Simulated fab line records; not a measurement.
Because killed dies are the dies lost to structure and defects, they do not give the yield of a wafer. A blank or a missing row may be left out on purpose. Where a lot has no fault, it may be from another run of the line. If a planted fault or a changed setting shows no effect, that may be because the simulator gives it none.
Chamber matching || flow gf180mcu || GF_V2_CMP_04 on cmp-02 has 4 sister chambers
The step polishes SiO2. 16 wafers are shown with their chamber, then 8 later ones without.

== EACH WAFER AND ITS CHAMBER ==
{"wafer": "L357.1", "chamber": 3, "motor current A (A)": 10.9, "time to endpoint s (s)": 83, "head pressure psi (psi)": 3.992}
{"wafer": "L357.2", "chamber": 1, "motor current A (A)": 10.7, "time to endpoint s (s)": 78, "head pressure psi (psi)": 3.996}
{"wafer": "L357.6", "chamber": 0, "motor current A (A)": 13.9, "time to endpoint s (s)": 84, "head pressure psi (psi)": 4.011}
{"wafer": "L359.2", "chamber": 2, "motor current A (A)": 13.1, "time to endpoint s (s)": 84, "head pressure psi (psi)": 3.996}
{"wafer": "L359.4", "chamber": 3, "motor current A (A)": 10.6, "time to endpoint s (s)": 89, "head pressure psi (psi)": 4.006}
{"wafer": "L359.6", "chamber": 2, "motor current A (A)": 12.5, "time to endpoint s (s)": 90, "head pressure psi (psi)": 3.990}
{"wafer": "L362.2", "chamber": 0, "motor current A (A)": 13.4, "time to endpoint s (s)": 73, "head pressure psi (psi)": 3.992}
{"wafer": "L362.5", "chamber": 2, "motor current A (A)": 12.7, "time to endpoint s (s)": 87, "head pressure psi (psi)": 4.003}
{"wafer": "L362.6", "chamber": 1, "motor current A (A)": 11.0, "time to endpoint s (s)": 84, "head pressure psi (psi)": 4.006}
{"wafer": "L363.1", "chamber": 1, "motor current A (A)": 11.0, "time to endpoint s (s)": 78, "head pressure psi (psi)": 4.002}
{"wafer": "L363.3", "chamber": 0, "motor current A (A)": 14.2, "time to endpoint s (s)": 78, "head pressure psi (psi)": 3.996}
{"wafer": "L363.4", "chamber": 3, "motor current A (A)": 10.9, "time to endpoint s (s)": 89, "head pressure psi (psi)": 3.993}
{"wafer": "L364.1", "chamber": 0, "motor current A (A)": 14.7, "time to endpoint s (s)": 76, "head pressure psi (psi)": 3.999}
{"wafer": "L364.3", "chamber": 1, "motor current A (A)": 11.2, "time to endpoint s (s)": 80, "head pressure psi (psi)": 4.006}
{"wafer": "L364.5", "chamber": 2, "motor current A (A)": 12.6, "time to endpoint s (s)": 77, "head pressure psi (psi)": 4.005}
{"wafer": "L365.3", "chamber": 0, "motor current A (A)": 14.6, "time to endpoint s (s)": 69, "head pressure psi (psi)": 3.991}

SIGNATURES, as means of the wafers listed above
{"reading": "motor current A", "chamber 0": 14.160, "chamber 1": 10.975, "chamber 2": 12.725, "chamber 3": 10.800, "scatter within a chamber": 0.357}
{"reading": "time to endpoint s", "chamber 0": 76.00, "chamber 1": 80.00, "chamber 2": 84.50, "chamber 3": 87.00, "scatter within a chamber": 4.72}
{"reading": "head pressure psi", "chamber 0": 3.99780, "chamber 1": 4.00250, "chamber 2": 3.99850, "chamber 3": 3.99700, "scatter within a chamber": 0.007}
Rule: a wafer lies at a distance from a chamber equal to the root of the sum of squares, over the readings, of (its reading less the chamber's mean, divided by the reading's scatter). If the next closest chamber is less than 2 further off than the closest, the wafer can't be placed; otherwise it belongs to the closest. The scatter is the square root of a quotient: the sum, over the shown wafers, of each reading's squared deviation from its chamber's mean, divided by wafers minus chambers.

== WAFERS WITHOUT THEIR CHAMBER ==
{"wafer": "L365.5", "motor current A (A)": 11.9, "time to endpoint s (s)": 78, "head pressure psi (psi)": 4.008}
{"wafer": "L365.6", "motor current A (A)": 11.2, "time to endpoint s (s)": 78, "head pressure psi (psi)": 3.991}
{"wafer": "L366.1", "motor current A (A)": 10.9, "time to endpoint s (s)": 79, "head pressure psi (psi)": 3.998}
{"wafer": "L366.4", "motor current A (A)": 14.5, "time to endpoint s (s)": 84, "head pressure psi (psi)": 3.986}
{"wafer": "L366.6", "motor current A (A)": 10.8, "time to endpoint s (s)": 76, "head pressure psi (psi)": 4.010}
{"wafer": "L377.1", "motor current A (A)": 12.7, "time to endpoint s (s)": 72, "head pressure psi (psi)": 3.995}
{"wafer": "L377.5", "motor current A (A)": 13.3, "time to endpoint s (s)": 78, "head pressure psi (psi)": 4.002}
{"wafer": "L377.6", "motor current A (A)": 11.3, "time to endpoint s (s)": 78, "head pressure psi (psi)": 3.995}

== CHAMBER TAKEN BY EACH ==
{"wafer": "L365.5", "from the rows above": "can't be placed: 1 or 2 or 3", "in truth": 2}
{"wafer": "L365.6", "from the rows above": "can't be placed: 1 or 3", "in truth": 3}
{"wafer": "L366.1", "from the rows above": "can't be placed: 1 or 3", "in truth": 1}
{"wafer": "L366.4", "from the rows above": 0, "in truth": 0}
{"wafer": "L366.6", "from the rows above": "can't be placed: 1 or 3", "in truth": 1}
{"wafer": "L377.1", "from the rows above": "can't be placed: 2 or 0", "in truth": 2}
{"wafer": "L377.5", "from the rows above": "can't be placed: 2 or 0", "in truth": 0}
{"wafer": "L377.6", "from the rows above": "can't be placed: 1 or 3", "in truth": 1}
Correct placement for 1 of the 8. These rows do not allow placing 7 (true chamber among the candidates in 7). Wrongly placed: 0.
